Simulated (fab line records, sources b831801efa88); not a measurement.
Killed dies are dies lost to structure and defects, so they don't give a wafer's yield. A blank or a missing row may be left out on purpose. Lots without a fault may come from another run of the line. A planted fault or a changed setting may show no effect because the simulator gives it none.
fab line records | flow sky130
record lots=4 wafers=12 last_day=50
route steps=708 shown VIA2@527 METAL3@532 CAPM@537 PAD_OPEN@708
lots that met no fault: from a run of the same line without faults
start_h: hours from the record's first day to the start of the lot's first wafer shown | wait_h: hours since the lot's step before | " the same as in the row above | L1.1+2: a row that stands for several wafers | - no value, or no start given | * or withheld: withheld | < > ~ a bound
route shown NAME@n: a module of which the file shows steps, and the number in the route of the first | usual: mean/standard deviation of fault-free wafers | same: alike in all rows | chamber/n: place in a boat | sites: the reading at each site | _std_site: their standard deviation | _edge_site: outer sites' mean less inner sites' | radius_mm: how far each site lies from the wafer's centre | mask NAME#n: copy n | behind: the tool/chamber that last shaped the wafer | hold: why the lot was held/for how many hours/how that ended | device: the transistor (n, p or np) that didn't switch | end of line: the same wafers' tests at the end of the route | a step without rows: its recipe alone | killed: dies lost to structure and defects at the first sort, not the wafer's yield | map: a wafer's dies, x killed, . not, _ none there
set.NAME: the setting as run; set.NAME@STEP: as run at that earlier step | model.NAME: the simulator's own value behind a step, which no gauge read
lots at some steps of the route; a table a step, a row a wafer
services: from which hour (start_h, from the record's first day; less than 0 if before it) a tool's chamber was out of use, for how many hours, and why
## steps
# step SKY_VIA2_SPUTTER_20
# recipe material=TiN target_thk_nm=20 chamber_pressure_pa=5 power_w=4000 time_s=80
# step SKY_VIA2_CVD_21
# recipe material=W target_thk_nm=420 time_s=126.4 temp_c=400 pressure_torr=40
# step SKY_VIA2_CMP_24
# recipe stop_on=SiO2 t_overpolish_s=20 down_force_psi=3.5 platen_rpm=60 target_thk_nm=0 pad_velocity_m_s=0.94248
# step SKY_METAL3_SPUTTER_00
# recipe material=Ti target_thk_nm=15 power_w=3000 time_s=10 chamber_pressure_pa=0.4
# step SKY_METAL3_SPUTTER_01
# recipe material=TiN target_thk_nm=20 power_w=6500 time_s=16.7 chamber_pressure_pa=0.4
# step SKY_METAL3_SPUTTER_02
# recipe material=AlCu target_thk_nm=735 power_w=10600 time_s=39.1 chamber_pressure_pa=0.4
# step SKY_METAL3_SPUTTER_03
# recipe material=Ti target_thk_nm=5 power_w=3000 time_s=3.3 chamber_pressure_pa=0.4
# step SKY_METAL3_SPUTTER_04
# recipe material=TiN target_thk_nm=70 power_w=6500 time_s=58.3 chamber_pressure_pa=0.4
# step SKY_CAPM_CVD_00
# recipe material=SiO2 target_thk_nm=15.5 temp_c=400 time_s=withheld rf_w=450
# step SKY_CAPM_SPUTTER_02
# recipe material=TiN target_thk_nm=200 temp_c=300 power_w=6500 time_s=166.7 chamber_pressure_pa=0.4
# usual throttle_valve_pct=29.8/1.3
# columns lot.wafer tool chamber start_h wait_h throttle_valve_pct model.TiN_of_CAPM_SPUTTER_02.thk_nm
L198.1 pvd_sputter-03 - 929.00 0.1 29.7 199
L198.2 " - " " 31.0 198.5
L198.5 " - " " 31.0 197.1
L206.3 pvd_sputter-03 - 975.00 0.0 30.7 196.2
L206.5 " - " " 30.7 195.3
L206.6 " - " " 28.4 185.8
L210.1 pvd_sputter-03 - 993.38 0.1 31.3 197.4
L210.4 " - " " 30.8 184.7
L210.5 " - " " 31.2 197.9
L212.1 pvd_sputter-04 - 1019.32 0.1 32.0 202.5
L212.4 " - " " 28.2 199.1
L212.6 " - " " 31.8 201.8
# step SKY_CAPM_RS_MEAS_03
# recipe thk_meas_gauge=four-point-probe reads=TiN_of_CAPM_SPUTTER_02
# usual CAPM_TIN_RS=6.93/0.084
# columns lot.wafer tool chamber start_h wait_h CAPM_TIN_RS[ohm/sq]
L198.1 film_metro-03 - 929.11 0.1 6.94
L198.2 " - " " 6.96
L198.5 " - " " 7.01
L206.3 film_metro-03 - 975.15 0.1 7.04
L206.5 " - " " 7.09
L206.6 " - " " 7.46
L210.1 film_metro-04 - 993.49 0.1 7.01
L210.4 " - " " 7.50
L210.5 " - " " 7.00
L212.1 film_metro-03 - 1019.43 0.1 6.82
L212.4 " - " " 6.94
L212.6 " - " " 6.82
# step SKY_CAPM_THK_MEAS_04
# recipe thk_meas_gauge=xrf reads=TiN_of_CAPM_SPUTTER_02
# usual CAPM_TIN_THK=194.8/2.5
# columns lot.wafer tool chamber start_h wait_h CAPM_TIN_THK[nm]
L198.1 film_metro-03 - 929.23 0.1 193.7
L198.2 " - " " 194.3
L198.5 " - " " 191.6
L206.3 film_metro-03 - 975.25 0.1 190.6
L206.5 " - " " 190.3
L206.6 " - " " 180.8
L210.1 film_metro-04 - 993.61 0.1 192.4
L210.4 " - " " 179.6
L210.5 " - " " 192.8
L212.1 film_metro-03 - 1019.55 0.1 197.5
L212.4 " - " " 194.7
L212.6 " - " " 197.5
# step SKY_CAPM_DEHYDRATE_05
# recipe temp_c=200 time_s=60
# step SKY_CAPM_HMDS_06
# recipe prime_time_s=60 prime_temp_c=120
# step SKY_CAPM_COAT_07
# recipe resist=NOVOLAK spin_rpm=3000 resist_thk_nm=1140
# step SKY_CAPM_SOFTBAKE_08
# recipe temp_c=90 time_s=60 resist=NOVOLAK
# step SKY_CAPM_EXPOSE_09
# recipe mask_id=CAPM na=0.6 source_shape=conventional sigma_outer=0.6 polarization=unpolarized target_cd_nm=1000 dose_mj=159
# step SKY_CAPM_PEB_10
# recipe temp_c=withheld time_s=* resist=NOVOLAK
# step SKY_CAPM_DEVELOP_11
# recipe resist=NOVOLAK developer=TMAH develop_time_s=60 dev_temp_c=23
# step SKY_CAPM_METAL_ETCH_13
# recipe target_depth_nm=220 stop_on=SiO2 chemistry=Cl2/BCl3 target=TiN pressure_mtorr=10 icp_w=900 bias_w=48.5 Cl2_flow_sccm=60 bcl3_flow_sccm=30 time_s=62.9
# usual bias_w=48.48/0.16 drypump_motor_current_A=5.8/0.38 oes_product_au=0.939/0.0082 throttle_valve_pct=21.903/0.0092
# columns lot.wafer tool chamber start_h wait_h bias_w drypump_motor_current_A oes_product_au rf_hours_counter_h throttle_valve_pct
L198.1 rie_metal-02 0 952.97 0.0 48.59 6.0 0.937 8 21.897
L198.2 " 1 " " 48.17 6.2 0.930 2 21.904
L198.5 " 1 " " 48.60 6.2 0.928 - 21.912
L206.3 rie_metal-02 0 998.46 0.0 48.27 6.0 0.929 - 21.906
L206.5 " 0 " " 48.55 6.0 0.935 - 21.915
L206.6 " 1 " " 48.57 6.1 0.905 - 21.916
L210.1 rie_metal-01 1 1016.57 0.0 48.28 5.3 0.931 1 21.909
L210.4 " 1 " " 48.37 5.3 0.899 - 21.919
L210.5 " 1 " " 48.33 5.3 0.940 - 21.913
L212.1 rie_metal-01 1 1041.82 0.0 48.42 5.3 0.948 3 21.889
L212.4 " 0 " " 48.44 5.8 0.937 - 21.905
L212.6 " 0 " " 48.45 5.8 0.949 - 21.901
# step SKY_CAPM_STRIP_14
# recipe chemistry=O2/N2 power_w=1400 pressure_mtorr=1500 platen_temp_c=withheld o2_flow_sccm=3000 n2_flow_sccm=300 overash_fraction=0.5
# step SKY_CAPM_STRIP_15
# recipe chemistry=post_etch_residue_remover time_s=1200 temp_c=72.5
# step SKY_CAPM_CLEAN_16
# recipe chemistry=IPA time_s=180 temp_c=25
# step SKY_CAPM_CLEAN_17
# recipe chemistry=O3/DIW dry=n2_spin
# step SKY_METAL3_DEHYDRATE_05
# recipe temp_c=200 time_s=60
# step SKY_METAL3_HMDS_06
# recipe prime_time_s=60 prime_temp_c=120
# step SKY_METAL3_COAT_07
# recipe resist=BARC temp_c=withheld time_s=withheld spin_rpm=3000 resist_thk_nm=60
# step SKY_METAL3_COAT_08
# recipe resist=KrF-thick spin_rpm=3000 resist_thk_nm=1140
# step SKY_METAL3_SOFTBAKE_09
# recipe temp_c=100 time_s=90 resist=KrF-thick
# step SKY_METAL3_EXPOSE_10
# recipe mask_id=MM3 na=0.68 source_shape=annular sigma_inner=0.4 sigma_outer=0.8 target_cd_nm=300 dose_mj=28
# step SKY_METAL3_PEB_11
# recipe peb_temp_c=withheld peb_time_s=withheld resist=KrF-thick
# step SKY_METAL3_DEVELOP_12
# recipe develop_time_s=60 resist=KrF-thick dev_temp_c=21
# step SKY_METAL3_DESCUM_15
# recipe chemistry=O2 source_power_w=150 bias_power_w=0 pressure_mtorr=10 temp_c=40 time_s=8
# step SKY_METAL3_ETCH_16
# recipe chemistry=N2/H2 target=BARC ion_energy_ev=200 bias_w=100 pressure_mtorr=30 n2_flow_sccm=100 h2_flow_sccm=200 icp_w=500 stop_on=SiO2 time_s=88.2 target_depth_a=600
# step SKY_METAL3_ETCH_17
# recipe target=SiO2 stop_on=TiN chemistry=C4F8/O2/Ar source_w=1500 bias_w=1200 pressure_mtorr=40 c4f8_flow_sccm=withheld O2_flow_sccm=6 Ar_flow_sccm=300 time_s=3.9 target_depth_a=150
# step SKY_METAL3_METAL_ETCH_18
# recipe target_depth_a=8450 stop_on=SiO2 over_etch_frac=0.3 time_s=183.1 chemistry=Cl2/BCl3 resist_sidewall_deg=88 pressure_mtorr=10 icp_w=900 bias_w=48.5 Cl2_flow_sccm=60 bcl3_flow_sccm=30
# step SKY_METAL3_STRIP_20
# recipe chemistry=post_etch_residue_remover time_s=1200 temp_c=72.5
# usual bath_heat_duty_pct=14.3/1.5
# columns lot.wafer tool chamber start_h wait_h bath_heat_duty_pct model.TiN_of_CAPM_SPUTTER_02.thk_nm
L198.1 wet_bench-04 0 977.98 0.1 17.2 198.2
L198.2 " 0 " " 15.9 197.7
L198.5 " 0 " " 17.1 196.3
L206.3 wet_bench-04 2 1023.20 0.0 14.9 195.4
L206.5 " 2 " " 14.8 194.4
L206.6 " 2 " " 13.0 185
L210.1 wet_bench-01 0 1040.11 0.1 14.9 196.5
L210.4 " 0 " " 14.2 183.9
L210.5 " 0 " " 14.1 197
L212.1 wet_bench-02 1 1064.44 0.1 13.3 201.7
L212.4 " 1 " " 13.3 198.3
L212.6 " 1 " " 11.8 200.9
# step SKY_PAD_OPEN_PROBE_99
# usual defect_limited_yield=82.5/1.9 killed_at_M0_to_M3=43/6.8 killed_at_M4_up=3.2/1.8 killed_at_contacts=24/6.2 killed_at_front_end=15/4.7 killed_at_other=0.4/0.63 killed_dies=86/9.6 killed_open=47/6.9 killed_short=39/6.3 sort_bin_3_pad_short=0.9/0.46 sort_bin_5_function=10.5/1.5 sort_bin_6_memory=6.1/1.1 sort_n_pass=406/9.6 sort_yield_pct=82.5/1.9
# same gross_dies=492 killed_at_back_side=0 sort_bin_4_leakage[%]=0 sort_bin_8_speed[%]=0
# columns lot.wafer tool chamber start_h wait_h defect_limited_yield[%] killed_at_M0_to_M3 killed_at_M4_up killed_at_contacts killed_at_front_end killed_at_other killed_dies killed_open killed_short sort_bin_3_pad_short[%] sort_bin_5_function[%] sort_bin_6_memory[%] sort_n_pass sort_yield_pct[%] model.etest.cap_mim.plate_ohm_sq
L198.1 prober-02 - 1139.42 0.1 80.9 52 2 28 11 1 94 57 37 1.0 11.8 6.3 398 80.9 6.048
L198.2 prober-02 - 1139.47 0.1 81.3 47 2 31 12 0 92 45 47 0.2 13.0 5.5 400 81.3 6.022
L198.5 prober-02 - 1139.62 0.2 81.7 52 3 21 14 0 90 47 43 0.4 10.4 7.5 402 81.7 6.138
L206.3 prober-02 - 1174.68 0.2 83.1 40 2 23 17 1 83 39 44 1.8 9.1 5.9 409 83.1 6.081
L206.5 prober-02 - 1174.78 0.2 81.3 47 7 20 17 1 92 44 48 0.4 10.8 7.5 400 81.3 6.174
L206.6 prober-02 - 1174.83 0.2 82.9 43 2 27 12 0 84 42 42 0.6 11.8 4.7 408 82.9 6.488
L210.1 prober-02 - 1185.01 0.1 82.9 42 0 30 11 1 84 48 36 0.8 11.0 5.3 408 82.9 6.109
L210.4 prober-02 - 1185.16 0.2 81.9 50 4 20 15 0 89 44 44 1.0 11.8 5.3 403 81.9 6.511
L210.5 prober-02 - 1185.21 0.2 83.3 45 3 18 16 0 82 54 28 0.8 9.1 6.7 410 83.3 5.985
L212.1 prober-01 - 1202.22 0.1 82.7 51 4 22 6 2 85 44 41 0.8 9.3 7.1 407 82.7 5.888
L212.4 prober-01 - 1202.37 0.2 82.7 38 3 27 16 1 85 43 42 1.4 10.8 5.1 407 82.7 6.016
L212.6 prober-01 - 1202.47 0.2 84.6 41 1 21 13 0 76 43 33 0.8 9.1 5.5 416 84.6 5.984
# killed by level:class
L198.1 VIA1:geometric_particle:open=12 CONTACT:geometric_particle:open=12 VIA3:geometric_particle:open=10 CONTACT:geometric_particle:short=8 METAL2:geometric_particle:short=7 LI_CONTACT:geometric_particle:open=5 METAL1:geometric_particle:short=5 VIA2:geometric_particle:open=4
L198.2 CONTACT:geometric_particle:open=13 LOCAL_INTERCONNECT:geometric_particle:short=7 VIA2:geometric_particle:open=7 METAL1:geometric_particle:short=6 VIA1:geometric_particle:short=6 POLY_GATE:geometric_particle:short=5 LI_CONTACT:geometric_particle:open=5 VIA2:geometric_particle:short=5
L198.5 VIA1:geometric_particle:open=11 CONTACT:geometric_particle:open=10 VIA3:geometric_particle:open=9 METAL2:geometric_particle:short=8 VIA2:geometric_particle:open=6 METAL1:geometric_particle:short=6 LI_CONTACT:geometric_particle:open=5 POLY_GATE:geometric_particle:short=4
L206.3 CONTACT:geometric_particle:open=9 VIA1:geometric_particle:short=8 METAL1:geometric_particle:short=7 VIA1:geometric_particle:open=6 FIELD_ISO:geometric_particle:open=5 POLY_GATE:geometric_particle:short=4 LI_CONTACT:geometric_particle:open=4 LOCAL_INTERCONNECT:geometric_particle:short=4
L206.5 VIA1:geometric_particle:open=12 LI_CONTACT:geometric_particle:open=7 CONTACT:geometric_particle:open=6 METAL1:geometric_particle:short=6 VIA1:geometric_particle:short=6 VIA2:geometric_particle:open=6 METAL2:geometric_particle:short=5 VIA3:geometric_particle:short=5
L206.6 LI_CONTACT:geometric_particle:open=9 METAL2:geometric_particle:short=8 VIA1:geometric_particle:open=7 CONTACT:geometric_particle:short=5 CONTACT:geometric_particle:open=5 VIA1:geometric_particle:short=5 FIELD_ISO:geometric_particle:open=4 LOCAL_INTERCONNECT:geometric_particle:short=4
L210.1 CONTACT:geometric_particle:open=10 VIA1:geometric_particle:open=9 VIA3:geometric_particle:open=9 LI_CONTACT:geometric_particle:open=7 LOCAL_INTERCONNECT:geometric_particle:short=6 CONTACT:geometric_particle:short=5 METAL2:geometric_particle:short=5 FIELD_ISO:geometric_particle:short=4
L210.4 VIA3:geometric_particle:open=10 VIA1:geometric_particle:open=8 VIA2:geometric_particle:open=8 VIA3:geometric_particle:short=6 LI_CONTACT:geometric_particle:open=5 CONTACT:geometric_particle:short=5 CONTACT:geometric_particle:open=4 VIA1:geometric_particle:short=4
L210.5 VIA1:geometric_particle:open=11 CONTACT:geometric_particle:open=9 FIELD_ISO:geometric_particle:open=7 METAL2:geometric_particle:short=6 VIA3:geometric_particle:short=5 VIA3:geometric_particle:open=5 LI_CONTACT:geometric_particle:open=4 LOCAL_INTERCONNECT:geometric_particle:short=4
L212.1 VIA1:geometric_particle:open=11 CONTACT:geometric_particle:open=8 METAL1:geometric_particle:short=8 VIA1:geometric_particle:short=7 VIA2:geometric_particle:open=6 VIA3:geometric_particle:open=6 CONTACT:geometric_particle:short=5 LI_CONTACT:geometric_particle:open=4
L212.4 CONTACT:geometric_particle:open=10 VIA1:geometric_particle:open=8 POLY_GATE:geometric_particle:short=7 CONTACT:geometric_particle:short=6 FIELD_ISO:geometric_particle:open=5 LI_CONTACT:geometric_particle:open=5 VIA1:geometric_particle:short=5 METAL2:geometric_particle:short=5
L212.6 CONTACT:geometric_particle:open=11 VIA1:geometric_particle:open=8 METAL1:geometric_particle:short=5 VIA2:geometric_particle:open=5 VIA2:geometric_particle:short=4 LOCAL_INTERCONNECT:geometric_particle:short=4 METAL2:geometric_particle:short=4 METAL1:geometric_particle:open=4
## services
# columns tool chamber start_h hours kind
rie_metal-01 0 906.92 - clean
rie_metal-01 0 906.92 23.0 scheduled_down
rie_metal-01 0 906.92 23.0 vent_cycle
wet_bench-04 - 908.95 3.9 repair
rie_metal-01 - 935.88 0.3 repair
wet_bench-04 - 942.65 1.6 repair
pvd_sputter-03 - 951.90 0.8 repair
pvd_sputter-04 - 953.45 2.4 repair
pvd_sputter-03 0 958.13 - consumable_replace:kit
pvd_sputter-03 0 958.13 18.0 scheduled_down
pvd_sputter-03 0 958.13 18.0 vent_cycle
wet_bench-02 - 961.59 1.1 repair
pvd_sputter-03 - 964.66 6.2 repair
rie_metal-01 1 971.73 - clean
rie_metal-01 1 971.73 15.6 scheduled_down
rie_metal-01 1 971.73 15.6 vent_cycle
pvd_sputter-04 1 1022.40 - consumable_replace:kit
pvd_sputter-04 1 1022.40 18.0 scheduled_down
pvd_sputter-04 1 1022.40 18.0 vent_cycle
wet_bench-04 - 1024.77 5.1 repair
wet_bench-04 - 1039.30 1.9 pm
## key
first_sign step=SKY_CAPM_RS_MEAS_03 reading=CAPM_TIN_RS direction=up sigmas=6.5 usual=6.93 struck=7.48
effect step=SKY_CAPM_THK_MEAS_04 reading=CAPM_TIN_THK direction=down sigmas=5.8 usual=194.8 struck=180.2
effect step=SKY_CAPM_METAL_ETCH_13 reading=oes_product_au direction=down sigmas=4.5 usual=0.939 struck=0.902
model_effect step=SKY_CAPM_SPUTTER_02 value=TiN_of_CAPM_SPUTTER_02.thk_nm without=198.1 struck=185.3
model_effect step=SKY_METAL3_STRIP_20 value=TiN_of_CAPM_SPUTTER_02.thk_nm without=197.3 struck=184.4
model_effect step=SKY_PAD_OPEN_PROBE_99 value=etest.cap_mim.plate_ohm_sq without=6.079 struck=6.499
met_at SKY_CAPM_SPUTTER_02
struck_wafers L206.6,L210.4
onset_between 929.00 975.00
fault kind=process_parameter_drift tool=pvd_sputter-03 chamber=- onset_h=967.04 steps=SKY_CAPM_SPUTTER_02 channel=target_thk_nm offset=-12.825 shape=step end_h=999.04 scope=struck_wafers_only acts_in=these_recipes_only stated=200
